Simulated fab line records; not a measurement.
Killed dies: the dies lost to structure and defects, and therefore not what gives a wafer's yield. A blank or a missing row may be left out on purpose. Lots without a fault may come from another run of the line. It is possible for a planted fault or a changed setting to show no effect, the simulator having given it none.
fab line records ; flow gf180mcu
[record] lots = 24; wafers = 72; lastDay = 34
route steps=602 shown V1@339 M3@411 V3@451 M4@456
lots untouched by any fault: they come from a run of this same line in which no faults occurred
startH: hours from the record's first day to the start of the lot's first wafer shown ; waitH: time in hours since the lot's previous step ; " the same as in the row above ; L1.1+2: several wafers, shown together as one row ; - no value, or no start was given ; * or withheld: withheld ; < > ~ a bound
route shown NAME@n: a module of which the file shows steps, and the number in the route of the first ; usual: the fault-free wafers' mean and standard deviation ; same: alike in all rows ; chamber/n: place in a boat ; sites: readings site by site ; _std_site: their standard deviation ; _edge_site: inner sites' mean taken away from outer sites' mean ; radiusMm: for every site, how far away it sits from the centre of the wafer ; mask NAME#n: copy n ; behind: the tool/chamber that last shaped the wafer ; hold: why the lot went on hold/how many hours it stayed there/how the hold came to an end ; device: transistor that didn't switch, given as n, p or np ; end of line: tests run on the same wafers once the route is complete ; for a step that has no rows: nothing shown but its recipe ; killed: dies that structure and defects cost at the first sort, which is not the same as the wafer's yield ; map: per-die view of a wafer (x killed, . not killed, _ where there is no die)
set.NAME: the setting the step ran with; set.NAME@STEP: the setting that earlier step ran with ; model.NAME: the simulator's own value behind a step, which no gauge read
a sample of lots followed through the steps of the route, with each step as a table and each wafer as a row
services: from which hour (startH, from the record's first day; less than 0 if before it) a tool's chamber was out of use, for how many hours, and why
[[steps]]
[step GF_V1_CMP_04]
[recipe] material = SiO2; downForcePsi = 4; platenRpm = 60; padVelocityMS = 0.94248
[usual] motorCurrentA = 11.7/0.94; timeToEndpointS = 84/6.5
lot.wafer;tool;chamber;startH;waitH;motorCurrentA;timeToEndpointS
L074.1;cmp-01;2;386.01;0.1;12.5;75
L074.4;cmp-01;1;386.01;0.1;12.5;85
L074.6;cmp-01;2;386.01;0.1;12.4;83
L075.4;cmp-01;2;395.47;0.0;11.9;86
L075.1;cmp-01;3;395.47;0.0;10.8;74
L075.2;cmp-01;1;395.47;0.0;12.3;84
L076.1;cmp-02;1;396.59;0.1;13.0;78
L076.2;cmp-02;3;396.59;0.1;12.0;86
L076.4;cmp-02;0;396.59;0.1;10.8;93
L077.4;cmp-01;2;414.36;0.2;11.7;87
L077.5;cmp-01;1;414.36;0.2;12.4;85
L077.6;cmp-01;2;414.36;0.2;12.4;88
L078.1;cmp-01;0;430.20;0.1;11.7;65
L078.4;cmp-01;3;430.20;0.1;10.7;79
L078.5;cmp-01;0;430.20;0.1;11.7;75
L079.1;cmp-02;3;444.92;0.1;11.8;89
L079.2;cmp-02;1;444.92;0.1;12.4;80
L079.3;cmp-02;2;444.92;0.1;9.9;91
L080.1;cmp-02;0;446.11;0.1;10.9;80
L080.4;cmp-02;1;446.11;0.1;12.4;86
L080.5;cmp-02;0;446.11;0.1;11.0;87
L083.1;cmp-02;0;477.67;0.1;11.2;80
L083.3;cmp-02;1;477.67;0.1;13.0;77
L083.2;cmp-02;2;477.67;0.1;10.1;83
L081.3;cmp-01;0;477.85;0.0;11.7;75
L081.1;cmp-01;1;477.85;0.0;13.1;76
L081.2;cmp-01;2;477.85;0.0;12.0;84
L082.4;cmp-02;3;478.30;0.1;11.6;97
L082.2;cmp-02;1;478.30;0.1;12.4;86
L082.6;cmp-02;3;478.30;0.1;12.0;92
L084.1;cmp-01;0;497.60;0.7;12.0;76
L084.6;cmp-01;1;497.60;0.7;12.0;81
L084.5;cmp-01;2;497.60;0.7;12.3;82
L085.3;cmp-01;0;500.94;0.1;12.3;71
L085.1;cmp-01;1;500.94;0.1;12.7;75
L085.5;cmp-01;2;500.94;0.1;11.9;75
L086.3;cmp-01;3;501.51;0.1;10.7;77
L086.5;cmp-01;1;501.51;0.1;12.5;91
L086.6;cmp-01;2;501.51;0.1;11.7;86
L088.4;cmp-02;1;508.63;0.1;13.0;79
L088.1;cmp-02;3;508.63;0.1;12.0;86
L088.5;cmp-02;0;508.63;0.1;10.4;91
L087.3;cmp-01;1;510.57;0.0;12.7;79
L087.2;cmp-01;0;510.57;0.0;11.5;67
L087.5;cmp-01;1;510.57;0.0;13.1;79
L091.4;cmp-01;3;526.79;0.1;10.9;80
L091.6;cmp-01;1;526.79;0.1;13.3;96
L091.5;cmp-01;2;526.79;0.1;12.3;80
L089.1;cmp-01;0;532.42;0.1;12.1;79
L089.3;cmp-01;1;532.42;0.1;12.6;91
L089.5;cmp-01;0;532.42;0.1;12.0;84
L090.4;cmp-02;2;532.58;0.0;9.4;84
L090.3;cmp-02;3;532.58;0.0;11.7;80
L090.5;cmp-02;2;532.58;0.0;10.1;91
L092.4;cmp-02;1;539.65;0.2;12.2;82
L092.6;cmp-02;2;539.65;0.2;10.4;87
L092.5;cmp-02;3;539.65;0.2;11.8;89
L093.2;cmp-02;2;546.78;0.0;9.7;91
L093.3;cmp-02;1;546.78;0.0;12.3;79
L093.5;cmp-02;2;546.78;0.0;10.0;97
L094.1;cmp-02;3;548.02;0.1;11.5;80
L094.5;cmp-02;3;548.02;0.1;11.8;92
L094.6;cmp-02;0;548.02;0.1;11.2;84
L095.4;cmp-02;3;558.04;0.1;11.6;90
L095.5;cmp-02;2;558.04;0.1;10.2;93
L095.6;cmp-02;3;558.04;0.1;12.0;96
L096.1;cmp-01;1;565.59;0.1;13.0;86
L096.3;cmp-01;2;565.59;0.1;12.3;90
L096.4;cmp-01;3;565.59;0.1;11.0;86
L097.2;cmp-01;0;574.44;0.4;12.6;78
L097.3;cmp-01;1;574.44;0.4;12.5;85
L097.5;cmp-01;0;574.44;0.4;12.2;79
[step GF_V1_SPUTTER_21]
[recipe] material = Ti; targetThkNm = 15; chamberPressurePa = 5; powerW = 2500; substrateTempC = 200; timeS = 80.02
[usual] throttleValvePct = 30.0/1.2
lot.wafer;tool;chamber;startH;waitH;throttleValvePct
L074.1;pvdSputter-01;-;410.80;0.0;32.0
L074.4;pvdSputter-01;-;410.80;0.0;29.6
L074.6;pvdSputter-01;-;410.80;0.0;29.9
L075.1;pvdSputter-02;-;420.25;0.0;29.7
L075.2;pvdSputter-02;-;420.25;0.0;28.3
L075.4;pvdSputter-02;-;420.25;0.0;30.5
L076.1;pvdSputter-01;-;421.11;0.0;29.7
L076.2;pvdSputter-01;-;421.11;0.0;31.1
L076.4;pvdSputter-01;-;421.11;0.0;30.6
L077.4;pvdSputter-03;-;439.08;0.0;29.9
L077.5;pvdSputter-03;-;439.08;0.0;30.0
L077.6;pvdSputter-03;-;439.08;0.0;31.1
L078.1;pvdSputter-02;-;455.91;0.0;28.7
L078.4;pvdSputter-02;-;455.91;0.0;30.7
L078.5;pvdSputter-02;-;455.91;0.0;27.4
L079.1;pvdSputter-03;-;471.04;0.0;29.8
L079.2;pvdSputter-03;-;471.04;0.0;31.4
L079.3;pvdSputter-03;-;471.04;0.0;30.0
L080.1;pvdSputter-02;-;471.43;0.0;29.9
L080.4;pvdSputter-02;-;471.43;0.0;30.7
L080.5;pvdSputter-02;-;471.43;0.0;27.4
L083.1;pvdSputter-03;-;501.93;0.0;30.0
L083.2;pvdSputter-03;-;501.93;0.0;31.2
L083.3;pvdSputter-03;-;501.93;0.0;30.0
L081.1;pvdSputter-02;-;502.28;0.0;29.9
L081.2;pvdSputter-02;-;502.28;0.0;30.6
L081.3;pvdSputter-02;-;502.28;0.0;28.4
L082.2;pvdSputter-02;-;503.00;0.0;28.5
L082.4;pvdSputter-02;-;503.00;0.0;30.0
L082.6;pvdSputter-02;-;503.00;0.0;29.9
L084.1;pvdSputter-01;-;522.25;0.0;29.5
L084.5;pvdSputter-01;-;522.25;0.0;30.4
L084.6;pvdSputter-01;-;522.25;0.0;29.7
L085.1;pvdSputter-01;-;525.06;0.0;30.5
L085.3;pvdSputter-01;-;525.06;0.0;32.0
L085.5;pvdSputter-01;-;525.06;0.0;30.7
L086.3;pvdSputter-01;-;525.41;0.0;31.4
L086.5;pvdSputter-01;-;525.41;0.0;30.8
L086.6;pvdSputter-01;-;525.41;0.0;29.4
L088.1;pvdSputter-02;-;532.66;0.0;30.9
L088.4;pvdSputter-02;-;532.66;0.0;29.9
L088.5;pvdSputter-02;-;532.66;0.0;30.7
L087.2;pvdSputter-02;-;534.59;0.0;28.5
L087.3;pvdSputter-02;-;534.59;0.0;27.7
L087.5;pvdSputter-02;-;534.59;0.0;28.4
L091.4;pvdSputter-03;-;550.63;0.0;30.0
L091.5;pvdSputter-03;-;550.63;0.0;31.0
L091.6;pvdSputter-03;-;550.63;0.0;29.6
L089.1;pvdSputter-02;-;555.73;0.0;28.4
L089.3;pvdSputter-02;-;555.73;0.0;29.9
L089.5;pvdSputter-02;-;555.73;0.0;29.8
L090.3;pvdSputter-01;-;555.84;0.0;30.6
L090.4;pvdSputter-01;-;555.84;0.0;29.8
L090.5;pvdSputter-01;-;555.84;0.0;31.8
L092.4;pvdSputter-02;-;563.18;0.0;28.5
L092.5;pvdSputter-02;-;563.18;0.0;30.6
L092.6;pvdSputter-02;-;563.18;0.0;28.6
L093.2;pvdSputter-03;-;569.86;0.0;31.2
L093.3;pvdSputter-03;-;569.86;0.0;30.3
L093.5;pvdSputter-03;-;569.86;0.0;31.0
L094.1;pvdSputter-01;-;571.25;0.0;30.8
L094.5;pvdSputter-01;-;571.25;0.0;31.9
L094.6;pvdSputter-01;-;571.25;0.0;31.2
L095.4;pvdSputter-02;-;580.53;0.0;30.5
L095.5;pvdSputter-02;-;580.53;0.0;29.8
L095.6;pvdSputter-02;-;580.53;0.0;27.5
L096.1;pvdSputter-03;-;587.53;0.0;31.3
L096.3;pvdSputter-03;-;587.53;0.0;29.7
L096.4;pvdSputter-03;-;587.53;0.0;30.0
L097.2;pvdSputter-01;-;596.58;0.0;30.5
L097.3;pvdSputter-01;-;596.58;0.0;29.8
L097.5;pvdSputter-01;-;596.58;0.0;31.9
[step GF_M3_SPUTTER_02]
[recipe] material = AlCu; targetThkNm = 450; powerW = 10600; timeS = 23.9; chamberPressurePa = 0.4
[usual] throttleValvePct = 29.9/1.1
lot.wafer;tool;chamber;startH;waitH;throttleValvePct
L074.1;pvdSputter-02;-;462.22;0.0;28.5
L074.4;pvdSputter-02;-;462.22;0.0;27.3
L074.6;pvdSputter-02;-;462.22;0.0;29.8
L075.1;pvdSputter-04;-;472.23;0.0;29.3
L075.2;pvdSputter-04;-;472.23;0.0;29.9
L075.4;pvdSputter-04;-;472.23;0.0;29.8
L076.1;pvdSputter-04;-;473.79;0.0;29.3
L076.2;pvdSputter-04;-;473.79;0.0;29.3
L076.4;pvdSputter-04;-;473.79;0.0;29.9
L077.4;pvdSputter-01;-;490.66;0.0;32.2
L077.5;pvdSputter-01;-;490.66;0.0;30.7
L077.6;pvdSputter-01;-;490.66;0.0;32.0
L078.1;pvdSputter-04;-;507.52;0.0;29.4
L078.4;pvdSputter-04;-;507.52;0.0;29.8
L078.5;pvdSputter-04;-;507.52;0.0;29.8
L079.1;pvdSputter-04;-;521.40;0.0;29.9
L079.2;pvdSputter-04;-;521.40;0.0;29.1
L079.3;pvdSputter-04;-;521.40;0.0;29.5
L080.1;pvdSputter-04;-;522.35;0.0;29.3
L080.4;pvdSputter-04;-;522.35;0.0;29.0
L080.5;pvdSputter-04;-;522.35;0.0;29.8
L083.1;pvdSputter-04;-;551.72;0.0;29.7
L083.2;pvdSputter-04;-;551.72;0.0;29.9
L083.3;pvdSputter-04;-;551.72;0.0;29.4
L081.1;pvdSputter-02;-;552.72;0.0;27.3
L081.2;pvdSputter-02;-;552.72;0.0;28.4
L081.3;pvdSputter-02;-;552.72;0.0;29.9
L082.2;pvdSputter-04;-;553.58;0.0;28.7
L082.4;pvdSputter-04;-;553.58;0.0;29.0
L082.6;pvdSputter-04;-;553.58;0.0;29.1
L084.1;pvdSputter-02;-;570.33;0.0;30.7
L084.5;pvdSputter-02;-;570.33;0.0;30.6
L084.6;pvdSputter-02;-;570.33;0.0;28.7
L085.1;pvdSputter-01;-;572.72;0.0;32.0
L085.3;pvdSputter-01;-;572.72;0.0;30.0
L085.5;pvdSputter-01;-;572.72;0.0;31.6
L086.3;pvdSputter-02;-;573.28;0.0;30.8
L086.5;pvdSputter-02;-;573.28;0.0;30.0
L086.6;pvdSputter-02;-;573.28;0.0;30.7
L088.1;pvdSputter-01;-;580.22;0.0;31.1
L088.4;pvdSputter-01;-;580.22;0.0;30.6
L088.5;pvdSputter-01;-;580.22;0.0;31.1
L087.2;pvdSputter-01;-;581.88;0.0;31.3
L087.3;pvdSputter-01;-;581.88;0.0;29.3
L087.5;pvdSputter-01;-;581.88;0.0;31.0
L091.4;pvdSputter-01;-;597.57;0.0;29.9
L091.5;pvdSputter-01;-;597.57;0.0;31.2
L091.6;pvdSputter-01;-;597.57;0.0;29.8
L089.1;pvdSputter-02;-;602.02;0.0;30.5
L089.3;pvdSputter-02;-;602.02;0.0;28.4
L089.5;pvdSputter-02;-;602.02;0.0;30.1
L090.3;pvdSputter-04;-;602.39;0.0;29.5
L090.4;pvdSputter-04;-;602.39;0.0;29.7
L090.5;pvdSputter-04;-;602.39;0.0;29.4
L092.4;pvdSputter-02;-;608.61;0.0;30.8
L092.5;pvdSputter-02;-;608.61;0.0;30.6
L092.6;pvdSputter-02;-;608.61;0.0;29.7
L093.2;pvdSputter-01;-;615.79;0.0;29.7
L093.3;pvdSputter-01;-;615.79;0.0;30.5
L093.5;pvdSputter-01;-;615.79;0.0;32.0
L094.1;pvdSputter-01;-;616.95;0.0;31.4
L094.5;pvdSputter-01;-;616.95;0.0;31.7
L094.6;pvdSputter-01;-;616.95;0.0;30.7
L095.4;pvdSputter-01;-;625.80;0.0;31.9
L095.5;pvdSputter-01;-;625.80;0.0;30.9
L095.6;pvdSputter-01;-;625.80;0.0;30.6
L096.1;pvdSputter-04;-;631.17;0.0;29.1
L096.3;pvdSputter-04;-;631.17;0.0;29.2
L096.4;pvdSputter-04;-;631.17;0.0;30.1
L097.2;pvdSputter-02;-;640.04;0.0;30.6
L097.3;pvdSputter-02;-;640.04;0.0;28.6
L097.5;pvdSputter-02;-;640.04;0.0;30.9
[step GF_M3_OVL_MEAS_15]
[usual] M3_OVL = 6/4.2
lot.wafer;tool;chamber;startH;waitH;M3_OVL[nm]
L074.1;overlay-01;-;486.26;0.1;13
L074.4;overlay-01;-;486.26;0.1;8
L074.6;overlay-01;-;486.26;0.1;2
L075.1;overlay-02;-;495.63;0.1;11
L075.2;overlay-02;-;495.63;0.1;5
L075.4;overlay-02;-;495.63;0.1;10
L076.1;overlay-02;-;497.41;0.1;0
L076.2;overlay-02;-;497.41;0.1;5
L076.4;overlay-02;-;497.41;0.1;6
L077.4;overlay-01;-;513.73;0.1;6
L077.5;overlay-01;-;513.73;0.1;11
L077.6;overlay-01;-;513.73;0.1;6
L078.1;overlay-02;-;531.11;0.1;6
L078.4;overlay-02;-;531.11;0.1;6
L078.5;overlay-02;-;531.11;0.1;-1
L079.1;overlay-02;-;543.31;0.1;1
L079.2;overlay-02;-;543.31;0.1;7
L079.3;overlay-02;-;543.31;0.1;4
L080.1;overlay-01;-;544.26;0.1;6
L080.4;overlay-01;-;544.26;0.1;1
L080.5;overlay-01;-;544.26;0.1;1
L083.1;overlay-02;-;573.31;0.1;-1
L083.2;overlay-02;-;573.31;0.1;7
L083.3;overlay-02;-;573.31;0.1;0
L081.1;overlay-01;-;575.01;0.1;3
L081.2;overlay-01;-;575.01;0.1;8
L081.3;overlay-01;-;575.01;0.1;9
L082.2;overlay-02;-;575.37;0.1;7
L082.4;overlay-02;-;575.37;0.1;8
L082.6;overlay-02;-;575.37;0.1;11
L084.1;overlay-02;-;591.96;0.1;13
L084.5;overlay-02;-;591.96;0.1;12
L084.6;overlay-02;-;591.96;0.1;13
L085.1;overlay-02;-;594.56;0.1;5
L085.3;overlay-02;-;594.56;0.1;1
L085.5;overlay-02;-;594.56;0.1;10
L086.3;overlay-02;-;594.87;0.1;-1
L086.5;overlay-02;-;594.87;0.1;3
L086.6;overlay-02;-;594.87;0.1;-3
L088.1;overlay-01;-;601.76;0.1;7
L088.4;overlay-01;-;601.76;0.1;3
L088.5;overlay-01;-;601.76;0.1;8
L087.2;overlay-02;-;602.72;0.1;7
L087.3;overlay-02;-;602.72;0.1;13
L087.5;overlay-02;-;602.72;0.1;13
L091.4;overlay-01;-;617.88;0.1;4
L091.5;overlay-01;-;617.88;0.1;8
L091.6;overlay-01;-;617.88;0.1;7
L089.1;overlay-02;-;622.23;0.1;10
L089.3;overlay-02;-;622.23;0.1;11
L089.5;overlay-02;-;622.23;0.1;4
L090.3;overlay-02;-;623.32;0.1;3
L090.4;overlay-02;-;623.32;0.1;5
L090.5;overlay-02;-;623.32;0.1;6
L092.4;overlay-02;-;628.98;0.1;7
L092.5;overlay-02;-;628.98;0.1;0
L092.6;overlay-02;-;628.98;0.1;0
L093.2;overlay-01;-;635.22;0.1;9
L093.3;overlay-01;-;635.22;0.1;4
L093.5;overlay-01;-;635.22;0.1;5
L094.1;overlay-01;-;636.11;0.1;7
L094.5;overlay-01;-;636.11;0.1;11
L094.6;overlay-01;-;636.11;0.1;4
L095.4;overlay-01;-;645.18;0.1;6
L095.5;overlay-01;-;645.18;0.1;12
L095.6;overlay-01;-;645.18;0.1;8
L096.1;overlay-01;-;650.83;0.1;2
L096.3;overlay-01;-;650.83;0.1;1
L096.4;overlay-01;-;650.83;0.1;9
L097.2;overlay-01;-;659.67;0.1;8
L097.3;overlay-01;-;659.67;0.1;7
L097.5;overlay-01;-;659.67;0.1;2
[step GF_V3_SPUTTER_22]
[recipe] material = TiN; targetThkNm = 10; chamberPressurePa = 5; powerW = 4000; timeS = 40
[usual] throttleValvePct = 30.2/1.2
lot.wafer;tool;chamber;startH;waitH;throttleValvePct
L074.1;pvdSputter-02;-;511.79;0.0;28.4
L074.4;pvdSputter-02;-;511.79;0.0;27.3
L074.6;pvdSputter-02;-;511.79;0.0;27.5
L075.1;pvdSputter-02;-;521.12;0.0;29.8
L075.2;pvdSputter-02;-;521.12;0.0;30.6
L075.4;pvdSputter-02;-;521.12;0.0;27.5
L076.1;pvdSputter-02;-;522.99;0.0;30.7
L076.2;pvdSputter-02;-;522.99;0.0;30.1
L076.4;pvdSputter-02;-;522.99;0.0;27.6
L077.4;pvdSputter-02;-;538.34;0.0;29.7
L077.5;pvdSputter-02;-;538.34;0.0;27.3
L077.6;pvdSputter-02;-;538.34;0.0;30.0
L078.1;pvdSputter-01;-;555.17;0.0;29.6
L078.4;pvdSputter-01;-;555.17;0.0;30.6
L078.5;pvdSputter-01;-;555.17;0.0;31.9
L079.1;pvdSputter-03;-;567.32;0.0;30.0
L079.2;pvdSputter-03;-;567.32;0.0;31.1
L079.3;pvdSputter-03;-;567.32;0.0;30.0
L080.1;pvdSputter-01;-;568.24;0.0;30.7
L080.4;pvdSputter-01;-;568.24;0.0;31.2
L080.5;pvdSputter-01;-;568.24;0.0;29.5
L083.1;pvdSputter-02;-;597.32;0.0;30.5
L083.2;pvdSputter-02;-;597.32;0.0;28.6
L083.3;pvdSputter-02;-;597.32;0.0;27.5
L081.1;pvdSputter-01;-;598.31;0.0;31.8
L081.2;pvdSputter-01;-;598.31;0.0;30.9
L081.3;pvdSputter-01;-;598.31;0.0;30.5
L082.2;pvdSputter-03;-;598.63;0.0;29.9
L082.4;pvdSputter-03;-;598.63;0.0;29.7
L082.6;pvdSputter-03;-;598.63;0.0;29.8
L084.1;pvdSputter-01;-;614.22;0.0;29.4
L084.5;pvdSputter-01;-;614.22;0.0;31.2
L084.6;pvdSputter-01;-;614.22;0.0;31.8
L085.1;pvdSputter-02;-;617.34;0.0;27.4
L085.3;pvdSputter-02;-;617.34;0.0;30.1
L085.5;pvdSputter-02;-;617.34;0.0;28.6
L086.3;pvdSputter-01;-;617.69;0.0;30.9
L086.5;pvdSputter-01;-;617.69;0.0;30.7
L086.6;pvdSputter-01;-;617.69;0.0;32.2
L088.1;pvdSputter-01;-;624.30;0.0;31.5
L088.4;pvdSputter-01;-;624.30;0.0;31.9
L088.5;pvdSputter-01;-;624.30;0.0;30.7
L087.2;pvdSputter-03;-;624.64;0.0;30.2
L087.3;pvdSputter-03;-;624.64;0.0;29.7
L087.5;pvdSputter-03;-;624.64;0.0;30.0
L091.4;pvdSputter-01;-;639.60;0.0;30.6
L091.5;pvdSputter-01;-;639.60;0.0;31.9
L091.6;pvdSputter-01;-;639.60;0.0;30.5
L089.1;pvdSputter-01;-;643.72;0.0;29.6
L089.3;pvdSputter-01;-;643.72;0.0;31.9
L089.5;pvdSputter-01;-;643.72;0.0;31.8
L090.3;pvdSputter-03;-;644.44;0.0;31.2
L090.4;pvdSputter-03;-;644.44;0.0;29.7
L090.5;pvdSputter-03;-;644.44;0.0;29.9
L092.4;pvdSputter-03;-;650.41;0.0;30.0
L092.5;pvdSputter-03;-;650.41;0.0;31.2
L092.6;pvdSputter-03;-;650.41;0.0;29.7
L093.2;pvdSputter-03;-;656.67;0.0;30.1
L093.3;pvdSputter-03;-;656.67;0.0;29.9
L093.5;pvdSputter-03;-;656.67;0.0;29.8
L094.1;pvdSputter-03;-;658.37;0.0;31.1
L094.5;pvdSputter-03;-;658.37;0.0;29.7
L094.6;pvdSputter-03;-;658.37;0.0;29.9
L095.4;pvdSputter-02;-;666.76;0.0;28.7
L095.5;pvdSputter-02;-;666.76;0.0;28.6
L095.6;pvdSputter-02;-;666.76;0.0;30.7
L096.1;pvdSputter-01;-;672.27;0.0;31.7
L096.3;pvdSputter-01;-;672.27;0.0;31.3
L096.4;pvdSputter-01;-;672.27;0.0;29.6
L097.2;pvdSputter-01;-;680.86;0.0;30.6
L097.3;pvdSputter-01;-;680.86;0.0;29.6
L097.5;pvdSputter-01;-;680.86;0.0;29.6
[step GF_M4_SPUTTER_00]
[recipe] material = Ti; targetThkNm = 37.5; arrivingIonEnergyEv = 80; substrateTempC = 200; chamberPressurePa = 2; powerW = 4000; timeS = 150
[usual] throttleValvePct = 29.5/0.98
lot.wafer;tool;chamber;startH;waitH;throttleValvePct
L074.1;pvdSputter-04;-;512.53;0.2;29.8
L074.4;pvdSputter-04;-;512.53;0.2;29.8
L074.6;pvdSputter-04;-;512.53;0.2;28.9
L075.1;pvdSputter-02;-;521.75;0.1;30.4
L075.2;pvdSputter-02;-;521.75;0.1;29.8
L075.4;pvdSputter-02;-;521.75;0.1;27.7
L076.1;pvdSputter-02;-;523.81;0.4;27.2
L076.2;pvdSputter-02;-;523.81;0.4;29.9
L076.4;pvdSputter-02;-;523.81;0.4;29.7
L077.4;pvdSputter-02;-;538.97;0.1;27.5
L077.5;pvdSputter-02;-;538.97;0.1;28.6
L077.6;pvdSputter-02;-;538.97;0.1;27.5
L078.1;pvdSputter-04;-;555.80;0.1;28.9
L078.4;pvdSputter-04;-;555.80;0.1;29.2
L078.5;pvdSputter-04;-;555.80;0.1;30.0
L079.1;pvdSputter-02;-;567.95;0.2;30.9
L079.2;pvdSputter-02;-;567.95;0.2;29.8
L079.3;pvdSputter-02;-;567.95;0.2;27.4
L080.1;pvdSputter-03;-;568.87;0.2;31.3
L080.4;pvdSputter-03;-;568.87;0.2;30.2
L080.5;pvdSputter-03;-;568.87;0.2;29.8
L083.1;pvdSputter-02;-;597.95;0.2;28.4
L083.2;pvdSputter-02;-;597.95;0.2;30.5
L083.3;pvdSputter-02;-;597.95;0.2;29.7
L081.1;pvdSputter-04;-;598.94;0.1;29.5
L081.2;pvdSputter-04;-;598.94;0.1;29.9
L081.3;pvdSputter-04;-;598.94;0.1;28.9
L082.2;pvdSputter-03;-;599.26;0.1;30.1
L082.4;pvdSputter-03;-;599.26;0.1;31.0
L082.6;pvdSputter-03;-;599.26;0.1;31.1
L084.1;pvdSputter-02;-;614.85;0.1;30.9
L084.5;pvdSputter-02;-;614.85;0.1;28.6
L084.6;pvdSputter-02;-;614.85;0.1;30.8
L085.1;pvdSputter-04;-;617.97;0.2;29.1
L085.3;pvdSputter-04;-;617.97;0.2;29.9
L085.5;pvdSputter-04;-;617.97;0.2;29.3
L086.3;pvdSputter-03;-;618.44;0.1;30.0
L086.5;pvdSputter-03;-;618.44;0.1;29.6
L086.6;pvdSputter-03;-;618.44;0.1;29.7
L088.1;pvdSputter-04;-;624.93;0.1;30.0
L088.4;pvdSputter-04;-;624.93;0.1;29.7
L088.5;pvdSputter-04;-;624.93;0.1;29.1
L087.2;pvdSputter-03;-;625.27;0.2;31.0
L087.3;pvdSputter-03;-;625.27;0.2;30.0
L087.5;pvdSputter-03;-;625.27;0.2;30.1
L091.4;pvdSputter-04;-;640.35;0.1;30.1
L091.5;pvdSputter-04;-;640.35;0.1;30.0
L091.6;pvdSputter-04;-;640.35;0.1;29.0
L089.1;pvdSputter-04;-;644.36;0.1;29.9
L089.3;pvdSputter-04;-;644.36;0.1;29.3
L089.5;pvdSputter-04;-;644.36;0.1;29.0
L090.3;pvdSputter-02;-;645.08;0.2;30.0
L090.4;pvdSputter-02;-;645.08;0.2;28.5
L090.5;pvdSputter-02;-;645.08;0.2;30.7
L092.4;pvdSputter-02;-;651.04;0.2;30.0
L092.5;pvdSputter-02;-;651.04;0.2;27.5
L092.6;pvdSputter-02;-;651.04;0.2;30.1
L093.2;pvdSputter-02;-;657.31;0.2;28.5
L093.3;pvdSputter-02;-;657.31;0.2;29.7
L093.5;pvdSputter-02;-;657.31;0.2;29.9
L094.1;pvdSputter-02;-;659.01;0.1;29.6
L094.5;pvdSputter-02;-;659.01;0.1;30.6
L094.6;pvdSputter-02;-;659.01;0.1;28.7
L095.4;pvdSputter-02;-;667.39;0.1;30.6
L095.5;pvdSputter-02;-;667.39;0.1;28.8
L095.6;pvdSputter-02;-;667.39;0.1;30.6
L096.1;pvdSputter-04;-;672.90;0.1;29.6
L096.3;pvdSputter-04;-;672.90;0.1;29.1
L096.4;pvdSputter-04;-;672.90;0.1;30.2
L097.2;pvdSputter-04;-;681.49;0.2;28.6
L097.3;pvdSputter-04;-;681.49;0.2;29.3
L097.5;pvdSputter-04;-;681.49;0.2;30.1
[[services]]
tool;chamber;startH;hours;kind
pvdSputter-01;-;397.21;1.4;repair
cmp-01;-;404.29;4.0;pm
pvdSputter-01;-;407.18;3.0;repair
pvdSputter-01;-;414.30;1.8;repair
cmp-02;-;433.29;3.6;repair
cmp-01;-;507.01;2.7;pm
pvdSputter-03;-;512.25;1.0;repair
pvdSputter-02;1;515.50;-;consumableReplace:kit
pvdSputter-02;1;515.50;18.0;scheduledDown
pvdSputter-03;-;519.83;20.9;repair
pvdSputter-04;-;522.68;4.2;repair
cmp-02;-;538.27;1.2;repair
cmp-01;-;544.59;4.8;pm
cmp-02;-;560.83;0.2;repair
cmp-02;-;572.00;4.0;pm
pvdSputter-04;-;590.77;3.4;repair
pvdSputter-02;-;592.20;4.6;repair
pvdSputter-02;-;605.02;3.2;repair
cmp-01;-;612.90;0.3;repair
cmp-01;-;629.91;1.7;repair
cmp-02;-;633.20;1.1;repair
cmp-02;-;662.42;4.5;pm
pvdSputter-03;-;665.66;4.7;repair
pvdSputter-03;-;671.52;2.2;repair
[[key]]
fault none
